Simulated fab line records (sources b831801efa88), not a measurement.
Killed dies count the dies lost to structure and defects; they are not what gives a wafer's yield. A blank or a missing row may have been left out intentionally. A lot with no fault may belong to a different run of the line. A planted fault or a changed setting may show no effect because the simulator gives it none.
The tool behind it: which one? -- flow gf180mcu -- 42 wafers from 14 lots sampled at 5 of the route's 602 steps

WHAT EACH GAUGE READ, for each wafer
GF_SAB_THK_MEAS_01. Usual: SAB_CVD_00_THK gives 50.3 nm (standard deviation 0.76).
lot,measured,on,SAB_CVD_00_THK (nm),flag
L592,day 14 07:28,film metro-04,50.0 49.8 50.1,
L593,day 14 15:27,film metro-02,49.7 49.9 50.6,
L594,day 14 22:46,film metro-02,49.3 51.7 50.8,
L595,day 15 07:29,film metro-03,49.8 49.6 49.9,
L596,day 15 18:07,film metro-03,50.4 49.2 50.9,
L597,day 16 04:14,film metro-03,50.0 51.2 50.8,
L599,day 16 19:51,film metro-02,50.5 50.4 50.5,
L600,day 17 03:15,film metro-04,50.1 50.5 50.8,
L606,day 19 11:58,film metro-03,42.6 42.6 43.0,OFF
L607,day 19 17:32,film metro-04,41.3 42.2 42.8,OFF
L610,day 21 00:20,film metro-04,50.2 50.1 49.6,
L611,day 21 05:19,film metro-02,49.4 49.3 50.4,
L612,day 21 10:52,film metro-03,50.5 50.1 49.8,
L613,day 21 18:02,film metro-03,49.7 50.3 50.1,

GF_SAB_CD_MEAS_09 targets a cd of 420 nm. Usual: 419.4 nm for cd nm, sd 2.1.
lot,measured,on,cd nm (nm),flag
L592,day 15 04:17,cd sem-02,422.8 420.1 423.8,
L593,day 15 12:16,cd sem-01,419.9 419.1 420.3,
L594,day 15 19:44,cd sem-01,419.5 418.0 416.2,
L595,day 16 04:32,cd sem-02,422.2 421.2 419.6,
L596,day 16 16:07,cd sem-02,416.5 418.4 417.9,
L597,day 17 02:26,cd sem-01,415.8 416.2 418.3,
L599,day 17 19:02,cd sem-01,418.9 420.2 420.9,
L600,day 18 01:59,cd sem-01,417.9 417.9 418.5,
L606,day 20 12:14,cd sem-02,416.3 418.4 420.6,
L607,day 20 17:54,cd sem-02,420.3 422.1 419.7,
L610,day 21 23:59,cd sem-01,421.3 419.9 420.0,
L611,day 22 04:51,cd sem-02,420.7 419.9 419.1,
L612,day 22 10:33,cd sem-02,423.5 421.1 420.6,
L613,day 22 17:14,cd sem-02,420.7 422.8 420.6,

GF_CONTACT_THK_MEAS_03. Usual: CONTACT_CVD_02_THK gives 864 nm (standard deviation 12).
lot,measured,on,CONTACT_CVD_02_THK (nm),flag
L592,day 15 05:35,film metro-01,846 832 880,
L593,day 15 13:34,film metro-01,845 860 877,
L594,day 15 21:02,film metro-01,853 882 859,
L595,day 16 05:51,film metro-02,854 868 872,
L596,day 16 17:23,film metro-02,857 850 884,
L597,day 17 03:39,film metro-02,861 863 873,
L599,day 17 20:14,film metro-01,864 860 872,
L600,day 18 03:12,film metro-04,852 836 870,
L606,day 20 13:25,film metro-04,860 880 875,
L607,day 20 19:04,film metro-01,872 875 879,
L610,day 22 01:11,film metro-01,846 870 886,
L611,day 22 06:02,film metro-02,847 852 885,
L612,day 22 11:44,film metro-02,858 869 873,
L613,day 22 18:27,film metro-02,864 851 868,

EACH LOT AND THE TOOL THAT RAN IT (in order: tool; ch and the chambers of the sampled wafers; start)
lot,GF_SAB_CVD_00,GF_CONTACT_CVD_02
L592,"pecvd-01 ch 0,1,2, day 14 07:26","pecvd-01 ch 0,1,2, day 15 05:31"
L593,"pecvd-03 ch 0,1,2, day 14 15:25","pecvd-03 ch 0,2, day 15 13:29"
L594,"pecvd-03 ch 0,1,2, day 14 22:43","pecvd-01 ch 0,2, day 15 20:56"
L595,"pecvd-03 ch 0,1, day 15 07:28","pecvd-02 ch 0,1,2, day 16 05:47"
L596,"pecvd-03 ch 0,2, day 15 18:05","pecvd-01 ch 0,1,2, day 16 17:19"
L597,"pecvd-04 ch 0,2, day 16 04:13","pecvd-02 ch 0,2, day 17 03:35"
L599,"pecvd-04 ch 0,2, day 16 19:50","pecvd-02 ch 0,1,2, day 17 20:10"
L600,"pecvd-01 ch 0,1,2, day 17 03:14","pecvd-01 ch 0,2, day 18 03:08"
L606,"pecvd-04 ch 0,1,2, day 19 11:56","pecvd-03 ch 0,2, day 20 13:20"
L607,"pecvd-04 ch 0,1,2, day 19 17:30","pecvd-03 ch 0,1,2, day 20 19:00"
L610,"pecvd-01 ch 0,1,2, day 21 00:17","pecvd-02 ch 0,1,2, day 22 01:06"
L611,"pecvd-03 ch 0,2, day 21 05:17","pecvd-01 ch 0,1,2, day 22 05:58"
L612,"pecvd-01 ch 0,1,2, day 21 10:50","pecvd-02 ch 0,1,2, day 22 11:40"
L613,"pecvd-03 ch 0,1,2, day 21 18:01","pecvd-03 ch 0,1, day 22 18:23"
- GF_SAB_CVD_00: deposits SiO2 from TEOS, target thk 50 nm, time 4.9302 s.
- GF_CONTACT_CVD_02: deposits SiO2 from TEOS, target thk 860 nm, time 95.992 s.

AS READ BY THE TOOLS THEMSELVES (means over the sampled wafers that have a number; for cases with no such wafer, the mark the record gives instead)
GF_SAB_CVD_00. Usual: heater power w 637 W, standard deviation 88; rf fwd power W 586.4 W, standard deviation 2.5.
lot,tool,heater power w (W),rf fwd power W (W),flag
L592,pecvd-01,633,585.3,
L593,pecvd-03,610,586.0,
L594,pecvd-03,642,588.9,
L595,pecvd-03,598,587.8,
L596,pecvd-03,666,586.7,
L597,pecvd-04,696,584.3,
L599,pecvd-04,654,584.2,
L600,pecvd-01,615,587.3,
L606,pecvd-04,629,584.4,
L607,pecvd-04,661,583.1,
L610,pecvd-01,631,587.7,
L611,pecvd-03,659,585.1,
L612,pecvd-01,607,586.5,
L613,pecvd-03,653,586.8,

GF_CONTACT_CVD_02. Usual: heater power w 629 W, standard deviation 59; rf fwd power W 595.9 W, standard deviation 1.9.
lot,tool,heater power w (W),rf fwd power W (W),flag
L592,pecvd-01,640,595.5,
L593,pecvd-03,656,598.2,
L594,pecvd-01,576,596.6,
L595,pecvd-02,638,596.4,
L596,pecvd-01,632,597.2,
L597,pecvd-02,645,595.1,
L599,pecvd-02,625,597.1,
L600,pecvd-01,612,598.8,
L606,pecvd-03,681,595.2,
L607,pecvd-03,625,596.1,
L610,pecvd-02,574,594.6,
L611,pecvd-01,604,595.5,
L612,pecvd-02,586,596.4,
L613,pecvd-03,654,596.5,

THE ANSWER, worked out from the rows above alone
Rule: a lot counts as off when the mean over its wafers that have a number is more than 3 standard deviations away from the usual mean. A lot without any number at a reading at which 4 lots or more have one is off too. All remaining lots with rows at the step are treated as sound. After the gauges, taken in route order, come the tools' own readings; for these a lot's mean is taken, as printed above. The first step at which some lot is off is used, and at that step the reading that is off furthest; a lot without a number counts as furthest.
Off: L606, L607, seen at GF_SAB_THK_MEAS_01 (SAB_CVD_00_THK).
If a tool, at a process step before that reading, ran all the lots that are off and no sound lot after the first of them, it fits. The gauges at GF_SAB_THK_MEAS_01 are tried like those tools. One candidate fits, namely pecvd-04 at GF_SAB_CVD_00. A fault onset in the window from L599 (day 16 19:50, its last sound lot) to L606 (day 19 11:56, its first lot off) fits.

WHAT THE SIMULATOR HAD PUT IN
Site profile drift: pecvd-04, from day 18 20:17 on, at GF_SAB_CVD_00. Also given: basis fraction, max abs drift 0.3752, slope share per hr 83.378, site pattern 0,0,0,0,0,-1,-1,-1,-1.
Struck lots among those shown: L606, L607. The rule above found the same.
